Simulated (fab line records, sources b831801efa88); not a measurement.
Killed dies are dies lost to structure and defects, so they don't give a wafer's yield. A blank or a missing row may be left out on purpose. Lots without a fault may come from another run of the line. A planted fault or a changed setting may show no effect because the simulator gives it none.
fab line records | flow sky130
record lots=6 wafers=18 last_day=50
route steps=708 shown METAL2@495 VIA2@507 PAD_OPEN@708
lots that met no fault: from a run of the same line without faults
start_h: hours from the record's first day to the start of the lot's first wafer shown | wait_h: hours since the lot's step before | " the same as in the row above | L1.1+2: a row that stands for several wafers | - no value, or no start given | * or withheld: withheld | < > ~ a bound
route shown NAME@n: a module of which the file shows steps, and the number in the route of the first | usual: mean/standard deviation of fault-free wafers | same: alike in all rows | chamber/n: place in a boat | sites: the reading at each site | _std_site: their standard deviation | _edge_site: outer sites' mean less inner sites' | radius_mm: how far each site lies from the wafer's centre | mask NAME#n: copy n | behind: the tool/chamber that last shaped the wafer | hold: why the lot was held/for how many hours/how that ended | device: the transistor (n, p or np) that didn't switch | end of line: the same wafers' tests at the end of the route | a step without rows: its recipe alone | killed: dies lost to structure and defects at the first sort, not the wafer's yield | map: a wafer's dies, x killed, . not, _ none there
set.NAME: the setting as run; set.NAME@STEP: as run at that earlier step | model.NAME: the simulator's own value behind a step, which no gauge read
lots at some steps of the route; a table a step, a row a wafer
services: from which hour (start_h, from the record's first day; less than 0 if before it) a tool's chamber was out of use, for how many hours, and why
## steps
# step SKY_METAL2_EXPOSE_12
# recipe mask_id=MM2 na=0.8 source_shape=annular sigma_inner=0.55 sigma_outer=0.85 target_cd_nm=140 dose_mj=28
# step SKY_METAL2_PEB_13
# recipe peb_temp_c=withheld peb_time_s=withheld resist=KrF-thick
# step SKY_METAL2_DEVELOP_14
# recipe develop_time_s=60 resist=KrF-thick dev_temp_c=21
# step SKY_METAL2_CD_MEAS_15
# recipe target_cd_nm=140
# usual cd_nm=140.0/1.8
# columns lot.wafer tool chamber start_h wait_h cd_nm
L985.1 cd_sem-02 - 868.31 - 139.5
L985.2 " - " " 139.2
L985.3 " - " " 137.8
L990.1 cd_sem-01 - 913.42 - 135.2
L990.3 " - " " 137.3
L990.5 " - " " 137.8
L991.3 cd_sem-01 - 914.65 - 140.0
L991.4 " - " " 141.2
L991.5 " - " " 139.9
L100.2 cd_sem-02 - 961.94 - 140.0
L100.5 " - " " 139.8
L100.6 " - " " 139.2
L101.1 cd_sem-01 - 977.36 - 139.7
L101.3 " - " " 140.0
L101.6 " - " " 140.3
L102.1 cd_sem-01 - 980.71 - 141.3
L102.3 " - " " 142.0
L102.5 " - " " 141.7
# step SKY_METAL2_OVL_MEAS_16
# usual METAL2_OVL=-1/5.2
# columns lot.wafer tool chamber start_h wait_h METAL2_OVL[nm]
L985.1 overlay-01 - 868.43 0.1 -5
L985.2 " - " " -2
L985.3 " - " " -4
L990.1 overlay-02 - 913.54 0.1 -4
L990.3 " - " " 0
L990.5 " - " " -4
L991.3 overlay-01 - 914.74 0.1 0
L991.4 " - " " 1
L991.5 " - " " 2
L100.2 overlay-02 - 962.04 0.1 -5
L100.5 " - " " 1
L100.6 " - " " 0
L101.1 overlay-02 - 977.48 0.1 7
L101.3 " - " " 2
L101.6 " - " " 5
L102.1 overlay-02 - 980.83 0.1 7
L102.3 " - " " 3
L102.5 " - " " 0
# step SKY_METAL2_DESCUM_17
# recipe chemistry=O2 source_power_w=150 bias_power_w=0 pressure_mtorr=10 temp_c=40 time_s=8
# usual drypump_motor_current_A=5.9/0.43 oes_product_au=0.995/0.0088
# columns lot.wafer tool chamber start_h wait_h drypump_motor_current_A oes_product_au rf_hours_counter_h
L985.1 rie_metal-03 1 868.47 0.0 5.3 0.984 12
L985.2 " 0 " " 5.3 1.000 5
L985.3 " 1 " " 5.3 0.990 -
L990.1 rie_metal-02 0 913.57 0.0 6.0 0.991 10
L990.3 " 0 " " 6.0 0.998 -
L990.5 " 1 " " 6.5 0.999 -
L991.3 rie_metal-03 1 914.78 0.0 5.3 0.988 -
L991.4 " 0 " " 5.3 0.999 -
L991.5 " 1 " " 5.4 0.985 -
L100.2 rie_metal-04 1 962.08 0.0 5.9 1.001 -
L100.5 " 1 " " 5.9 1.006 -
L100.6 " 1 " " 5.9 0.995 -
L101.1 rie_metal-03 0 977.52 0.0 5.3 1.008 10
L101.3 " 1 " " 5.3 0.980 -
L101.6 " 0 " " 5.3 1.003 -
L102.1 rie_metal-02 0 980.87 0.0 6.0 1.012 13
L102.3 " 1 " " 6.5 0.997 -
L102.5 " 0 " " 6.0 1.005 -
# step SKY_METAL2_ETCH_18
# recipe chemistry=N2/H2 target=BARC ion_energy_ev=200 bias_w=100 pressure_mtorr=30 n2_flow_sccm=100 h2_flow_sccm=200 icp_w=500 stop_on=SiO2 time_s=45.9 target_depth_a=600
# usual drypump_motor_current_A=5.9/0.43 h2_flow_sccm=200.0/0.63 oes_product_au=0.854/0.005 throttle_valve_pct=13.224/0.0096
# columns lot.wafer tool chamber start_h wait_h drypump_motor_current_A h2_flow_sccm oes_product_au rf_hours_counter_h throttle_valve_pct
L985.1 rie_metal-03 1 868.50 0.0 5.4 200.0 0.855 12 13.219
L985.2 " 0 " " 5.3 199.8 0.860 5 13.221
L985.3 " 1 " " 5.4 200.5 0.855 - 13.210
L990.1 rie_metal-02 0 913.61 0.0 6.0 200.7 0.849 10 13.220
L990.3 " 0 " " 6.0 200.5 0.851 - 13.233
L990.5 " 1 " " 6.5 199.8 0.858 - 13.223
L991.3 rie_metal-03 1 914.82 0.0 5.3 200.4 0.862 - 13.220
L991.4 " 0 " " 5.3 200.1 0.858 - 13.230
L991.5 " 1 " " 5.4 200.3 0.848 - 13.207
L100.2 rie_metal-04 1 962.16 0.1 5.9 200.0 0.855 - 13.216
L100.5 " 1 " " 5.9 200.4 0.851 - 13.214
L100.6 " 1 " " 5.9 200.9 0.853 - 13.221
L101.1 rie_metal-03 0 977.55 0.0 5.3 199.1 0.862 10 13.220
L101.3 " 1 " " 5.3 199.5 0.862 - 13.224
L101.6 " 0 " " 5.3 200.2 0.847 - 13.218
L102.1 rie_metal-02 0 980.90 0.0 6.0 199.8 0.850 13 13.230
L102.3 " 1 " " 6.5 200.4 0.856 - 13.227
L102.5 " 0 " " 6.0 199.4 0.861 - 13.237
# step SKY_METAL2_METAL_ETCH_19
# recipe target_depth_a=3600 stop_on=SiO2 over_etch_frac=0.3 time_s=78 chemistry=Cl2/BCl3 resist_sidewall_deg=88 pressure_mtorr=10 icp_w=900 bias_w=48.5 Cl2_flow_sccm=60 bcl3_flow_sccm=30
# usual drypump_motor_current_A=5.9/0.44 oes_product_au=0.854/0.0063 throttle_valve_pct=22.264/0.0087
# columns lot.wafer tool chamber start_h wait_h drypump_motor_current_A oes_product_au rf_hours_counter_h throttle_valve_pct
L985.1 rie_metal-03 1 868.56 0.0 5.3 0.852 13 22.275
L985.2 " 0 " " 5.3 0.845 5 22.266
L985.3 " 1 " " 5.4 0.855 - 22.273
L990.1 rie_metal-02 0 913.67 0.0 6.0 0.859 10 22.279
L990.3 " 0 " " 6.0 0.857 - 22.266
L990.5 " 1 " " 6.5 0.861 - 22.279
L991.3 rie_metal-03 1 914.89 0.1 5.4 0.861 - 22.279
L991.4 " 0 " " 5.3 0.863 - 22.264
L991.5 " 1 " " 5.3 0.851 - 22.251
L100.2 rie_metal-04 1 962.29 0.1 5.9 0.856 - 22.279
L100.5 " 1 " " 5.9 0.859 - 22.266
L100.6 " 1 " " 5.9 0.852 - 22.269
L101.1 rie_metal-03 0 977.61 0.0 5.3 0.853 10 22.265
L101.3 " 1 " " 5.3 0.849 - 22.265
L101.6 " 0 " " 5.3 0.854 - 22.262
L102.1 rie_metal-02 0 980.96 0.0 6.0 0.856 13 22.282
L102.3 " 1 " " 6.5 0.851 - 22.278
L102.5 " 0 " " 6.0 0.855 - 22.260
# step SKY_METAL2_STRIP_20
# recipe chemistry=O2/N2 power_w=1400 pressure_mtorr=1500 platen_temp_c=withheld o2_flow_sccm=3000 n2_flow_sccm=300 overash_fraction=0.5
# usual drypump_motor_current_A=5.8/0.37 oes_product_au=0.343/0.0044 strip_time_to_endpoint_s=2.71/0.041
# same overash_fraction=0.5
# columns lot.wafer tool chamber start_h wait_h drypump_motor_current_A oes_product_au rf_hours_counter_h strip_time_to_endpoint_s
L985.1 plasma_asher-04 0 868.65 0.1 5.9 0.349 12 2.72
L985.2 " 1 " " 5.3 0.334 12 2.71
L985.3 " 0 " " 6.0 0.339 - 2.71
L990.1 plasma_asher-04 0 913.76 0.1 5.9 0.345 17 2.71
L990.3 " 1 " " 5.2 0.338 - 2.72
L990.5 " 0 " " 5.9 0.342 - 2.75
L991.3 plasma_asher-03 0 914.99 0.1 5.9 0.344 - 2.79
L991.4 " 1 " " 5.7 0.342 - 2.67
L991.5 " 0 " " 5.9 0.350 - 2.74
L100.2 plasma_asher-02 1 962.44 0.1 5.8 0.342 87 2.63
L100.5 " 0 " " 6.5 0.338 - 2.64
L100.6 " 1 " " 5.8 0.342 - 2.63
L101.1 plasma_asher-04 1 977.70 0.1 5.2 0.343 23 2.66
L101.3 " 0 " " 5.9 0.346 - 2.77
L101.6 " 0 " " 5.9 0.342 - 2.67
L102.1 plasma_asher-04 0 981.05 0.1 5.9 0.340 24 2.64
L102.3 " 1 " " 5.2 0.343 - 2.75
L102.5 " 0 " " 5.9 0.341 - 2.68
# step SKY_METAL2_STRIP_21
# recipe chemistry=post_etch_residue_remover time_s=1200 temp_c=72.5
# step SKY_METAL2_CLEAN_22
# recipe chemistry=IPA time_s=180 temp_c=25
# step SKY_METAL2_CLEAN_23
# recipe chemistry=O3/DIW dry=n2_spin
# step SKY_VIA2_HDPCVD_00
# recipe material=SiO2 target_thk_nm=1180 sigma_open_frac=0.3 time_s=196.7 temp_c=400 sih4_flow_sccm=60 pressure_mtorr=6
# usual run_length_s=224.3/0.38
# columns lot.wafer tool chamber start_h wait_h run_length_s model.SiO2_of_VIA2_HDPCVD_00.thk_nm
L985.1 hdpcvd-02 2 869.77 0.0 224.1 1161
L985.2 " 1 " " 224.1 1164
L985.3 " 0 " " 224.6 1166
L990.1 hdpcvd-02 2 914.35 0.0 224.1 1186
L990.3 " 0 " " 224.6 1195
L990.5 " 2 " " 224.4 1185
L991.3 hdpcvd-02 1 915.54 0.0 224.2 1172
L991.4 " 1 " " 224.6 1168
L991.5 " 2 " " 224.6 1159
L100.2 hdpcvd-01 0 963.04 0.0 224.5 1173
L100.5 " 0 " " 224.6 1196
L100.6 " 1 " " 224.3 1189
L101.1 hdpcvd-02 2 978.30 0.0 234.4 1229
L101.3 " 0 " " 234.6 1238
L101.6 " 0 " " 234.8 1235
L102.1 hdpcvd-02 2 981.64 0.0 233.5 1224
L102.3 " 1 " " 234.1 1214
L102.5 " 1 " " 233.8 1241
# step SKY_VIA2_THK_MEAS_01
# recipe reads=SiO2_of_VIA2_HDPCVD_00
# usual VIA2_HDPCVD_THK=1185/12
# columns lot.wafer tool chamber start_h wait_h VIA2_HDPCVD_THK[nm]
L985.1 film_metro-02 - 869.90 0.1 1161
L985.2 " - " " 1164
L985.3 " - " " 1167
L990.1 film_metro-03 - 914.48 0.1 1187
L990.3 " - " " 1196
L990.5 " - " " 1185
L991.3 film_metro-04 - 915.69 0.1 1172
L991.4 " - " " 1167
L991.5 " - " " 1159
L100.2 film_metro-04 - 963.17 0.1 1173
L100.5 " - " " 1196
L100.6 " - " " 1191
L101.1 film_metro-02 - 978.43 0.1 1230
L101.3 " - " " 1238
L101.6 " - " " 1234
L102.1 film_metro-03 - 981.77 0.1 1226
L102.3 " - " " 1214
L102.5 " - " " 1241
# step SKY_VIA2_CMP_02
# recipe material=SiO2 down_force_psi=4 platen_rpm=60 pad_velocity_m_s=0.94248
# usual edge_zone_pressure_frac=1.000/0.0049 motor_current_A=12.4/1.3 retaining_ring_pressure_frac=1.000/0.0052
# columns lot.wafer tool chamber start_h wait_h edge_zone_pressure_frac motor_current_A retaining_ring_pressure_frac
L985.1 cmp-02 1 870.22 0.3 1.004 14.2 1.009
L985.3 " 2 " " 1.003 11.9 0.997
L985.2 " 0 " " 1.005 13.0 0.995
L990.1 cmp-02 3 914.64 0.1 1.005 10.5 1.001
L990.3 " 0 " " 0.992 12.0 1.009
L990.5 " 2 " " 1.005 12.0 0.997
L991.4 cmp-02 3 915.91 0.2 1.000 11.3 0.997
L991.3 " 0 " " 0.993 12.7 1.007
L991.5 " 3 " " 1.004 11.7 0.997
L100.2 cmp-02 1 963.37 0.2 1.008 14.4 1.008
L100.5 " 2 " " 1.007 11.5 0.997
L100.6 " 3 " " 1.000 11.5 1.001
L101.3 cmp-01 3 978.74 0.3 0.992 12.0 1.000
L101.1 " 1 " " 1.003 13.3 1.006
L101.6 " 0 " " 0.998 12.7 0.997
L102.3 cmp-01 0 981.88 0.1 0.999 12.0 1.002
L102.1 " 1 " " 0.992 13.4 1.006
L102.5 " 3 " " 0.999 12.7 1.002
# step SKY_PAD_OPEN_PROBE_99
# usual defect_limited_yield=82.7/1.9 killed_at_M0_to_M3=43/6.8 killed_at_M4_up=3.0/1.8 killed_at_contacts=23/5.4 killed_at_front_end=15/4.4 killed_at_other=0.3/0.51 killed_dies=85/9.2 killed_open=47/6.8 killed_short=39/6.8 sort_bin_3_pad_short=0.8/0.43 sort_bin_5_function=10.3/1.5 sort_bin_6_memory=6.2/0.96 sort_n_pass=407/9.2 sort_yield_pct=82.7/1.9
# same gross_dies=492 killed_at_back_side=0 sort_bin_4_leakage[%]=0 sort_bin_8_speed[%]=0
# columns lot.wafer tool chamber start_h wait_h defect_limited_yield[%] killed_at_M0_to_M3 killed_at_M4_up killed_at_contacts killed_at_front_end killed_at_other killed_dies killed_open killed_short sort_bin_3_pad_short[%] sort_bin_5_function[%] sort_bin_6_memory[%] sort_n_pass sort_yield_pct[%]
L990.1 prober-02 - 1145.92 0.1 80.1 58 5 17 18 0 98 55 43 1.4 12.0 6.5 394 80.1
L990.3 prober-02 - 1146.02 0.2 80.7 50 4 26 15 0 95 42 53 0.6 11.6 7.1 397 80.7
L990.5 prober-02 - 1146.12 0.2 82.7 54 1 17 13 0 85 50 35 0.4 12.2 4.7 407 82.7
L991.3 prober-01 - 1147.17 0.2 81.5 43 1 22 25 0 91 48 43 1.0 10.8 6.7 401 81.5
L991.4 prober-01 - 1147.22 0.2 82.5 38 4 26 18 0 86 43 43 0.4 11.0 6.1 406 82.5
L991.5 prober-01 - 1147.27 0.2 82.9 46 1 24 13 0 84 46 38 1.2 8.1 7.7 408 82.9
L101.1 prober-02 - 1191.54 0.1 81.7 51 2 19 18 0 90 56 34 0.8 11.6 5.9 402 81.7
L101.3 prober-02 - 1191.64 0.2 84.1 34 0 23 21 0 78 45 33 0.8 8.5 6.5 414 84.1
L101.6 prober-02 - 1191.79 0.2 84.3 46 3 21 7 0 77 41 36 1.0 8.9 5.7 415 84.3
L102.1 prober-02 - 1197.87 0.1 82.5 46 3 27 10 0 86 50 36 0.8 11.0 5.7 406 82.5
L102.3 prober-02 - 1197.97 0.2 82.5 45 6 22 13 0 86 47 39 0.4 9.6 7.5 406 82.5
L102.5 prober-02 - 1198.07 0.2 81.9 40 0 35 14 0 89 57 32 1.0 10.4 6.7 403 81.9
# killed by level:class
L990.1 VIA1:geometric_particle:open=16 VIA2:geometric_particle:open=13 FIELD_ISO:geometric_particle:open=9 VIA1:geometric_particle:short=7 METAL1:geometric_particle:short=5 LOCAL_INTERCONNECT:geometric_particle:short=5 VIA3:geometric_particle:open=5 METAL2:geometric_particle:short=5
L990.3 VIA1:geometric_particle:open=13 METAL1:geometric_particle:short=8 LI_CONTACT:geometric_particle:open=7 CONTACT:geometric_particle:short=7 VIA1:geometric_particle:short=7 METAL2:geometric_particle:short=6 VIA2:geometric_particle:open=6 LOCAL_INTERCONNECT:geometric_particle:short=5
L990.5 VIA1:geometric_particle:open=16 VIA1:geometric_particle:short=7 CONTACT:geometric_particle:short=5 CONTACT:geometric_particle:open=5 VIA2:geometric_particle:short=5 VIA2:geometric_particle:open=5 VIA3:geometric_particle:open=5 METAL1:geometric_particle:short=4
L991.3 VIA3:geometric_particle:open=10 CONTACT:geometric_particle:short=8 POLY_GATE:geometric_particle:open=7 POLY_GATE:geometric_particle:short=6 VIA2:geometric_particle:open=6 CONTACT:geometric_particle:open=6 METAL1:geometric_particle:short=5 VIA1:geometric_particle:open=5
L991.4 VIA1:geometric_particle:open=10 CONTACT:geometric_particle:open=8 POLY_GATE:geometric_particle:short=7 CONTACT:geometric_particle:short=7 LI_CONTACT:geometric_particle:open=7 POLY_GATE:geometric_particle:open=5 METAL1:geometric_particle:short=5 METAL2:geometric_particle:short=5
L991.5 LI_CONTACT:geometric_particle:open=10 VIA2:geometric_particle:open=10 VIA1:geometric_particle:open=8 METAL1:geometric_particle:short=7 CONTACT:geometric_particle:open=6 POLY_GATE:geometric_particle:short=5 METAL3:geometric_particle:short=5 LOCAL_INTERCONNECT:geometric_particle:short=4
L101.1 VIA1:geometric_particle:open=16 CONTACT:geometric_particle:open=11 VIA2:geometric_particle:open=7 VIA1:geometric_particle:short=6 FIELD_ISO:geometric_particle:open=5 POLY_GATE:geometric_particle:open=5 POLY_GATE:geometric_particle:short=5 LI_CONTACT:geometric_particle:open=5
L101.3 CONTACT:geometric_particle:open=8 VIA1:geometric_particle:open=7 FIELD_ISO:geometric_particle:short=6 LI_CONTACT:geometric_particle:open=5 VIA2:geometric_particle:open=5 VIA2:geometric_particle:short=5 FIELD_ISO:geometric_particle:open=4 POLY_GATE:geometric_particle:short=4
L101.6 VIA1:geometric_particle:open=9 VIA1:geometric_particle:short=8 METAL2:geometric_particle:short=8 CONTACT:geometric_particle:open=7 VIA2:geometric_particle:open=6 VIA3:geometric_particle:open=6 METAL1:geometric_particle:short=5 LI_CONTACT:geometric_particle:open=5
L102.1 VIA3:geometric_particle:open=12 CONTACT:geometric_particle:open=11 VIA1:geometric_particle:open=11 VIA2:geometric_particle:open=8 FIELD_ISO:geometric_particle:short=5 LI_CONTACT:geometric_particle:short=4 LI_CONTACT:geometric_particle:open=4 LOCAL_INTERCONNECT:geometric_particle:short=4
L102.3 VIA2:geometric_particle:open=10 CONTACT:geometric_particle:open=9 VIA1:geometric_particle:open=6 METAL2:geometric_particle:short=6 VIA3:geometric_particle:open=6 CONTACT:geometric_particle:short=5 METAL1:geometric_particle:short=5 LOCAL_INTERCONNECT:geometric_particle:short=4
L102.5 LI_CONTACT:geometric_particle:open=11 VIA1:geometric_particle:open=9 CONTACT:geometric_particle:open=8 VIA2:geometric_particle:open=8 CONTACT:geometric_particle:short=6 LOCAL_INTERCONNECT:geometric_particle:short=5 VIA3:geometric_particle:open=5 FIELD_ISO:geometric_particle:open=4
## services
# columns tool chamber start_h hours kind
rie_metal-04 1 845.53 5.7 repair
cmp-02 - 850.60 3.4 repair
plasma_asher-03 - 856.88 14.6 pm
rie_metal-04 - 857.83 14.6 pm
cmp-02 - 861.63 4.1 pm
cmp-01 - 867.69 3.2 pm
hdpcvd-01 - 868.97 2.8 pm
rie_metal-03 - 875.50 0.3 repair
hdpcvd-01 - 877.09 1.1 repair
plasma_asher-02 - 890.40 2.8 pm
rie_metal-04 - 891.31 2.8 pm
cmp-01 - 893.26 3.3 repair
cmp-01 - 912.27 4.0 pm
rie_metal-03 1 924.56 20.9 repair
plasma_asher-02 - 935.86 4.3 repair
plasma_asher-04 - 942.64 4.4 repair
hdpcvd-02 - 950.25 15.0 pm
hdpcvd-02 0 950.25 15.0 vent_cycle
hdpcvd-02 1 950.25 15.0 vent_cycle
hdpcvd-02 2 950.25 15.0 vent_cycle
hdpcvd-02 0 965.25 - clean
hdpcvd-02 1 965.25 - clean
cmp-02 - 974.49 5.3 repair
plasma_asher-03 - 976.59 0.5 repair
## key
first_sign step=SKY_VIA2_HDPCVD_00 reading=run_length_s direction=up sigmas=26 usual=* struck=*
effect step=SKY_VIA2_THK_MEAS_01 reading=VIA2_HDPCVD_THK direction=up sigmas=4 usual=1185 struck=1230
model_effect step=SKY_VIA2_HDPCVD_00 value=SiO2_of_VIA2_HDPCVD_00.thk_nm without=1173 struck=1230
met_at SKY_VIA2_HDPCVD_00
struck_wafers L101.1,L101.3,L101.6,L102.1,L102.3,L102.5
onset_between 915.54 978.30
fault kind=process_parameter_drift tool=hdpcvd-02 chamber=- onset_h=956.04 steps=SKY_VIA2_HDPCVD_00 channel=time_s offset=* shape=step end_h=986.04 acts_in=* stated=*
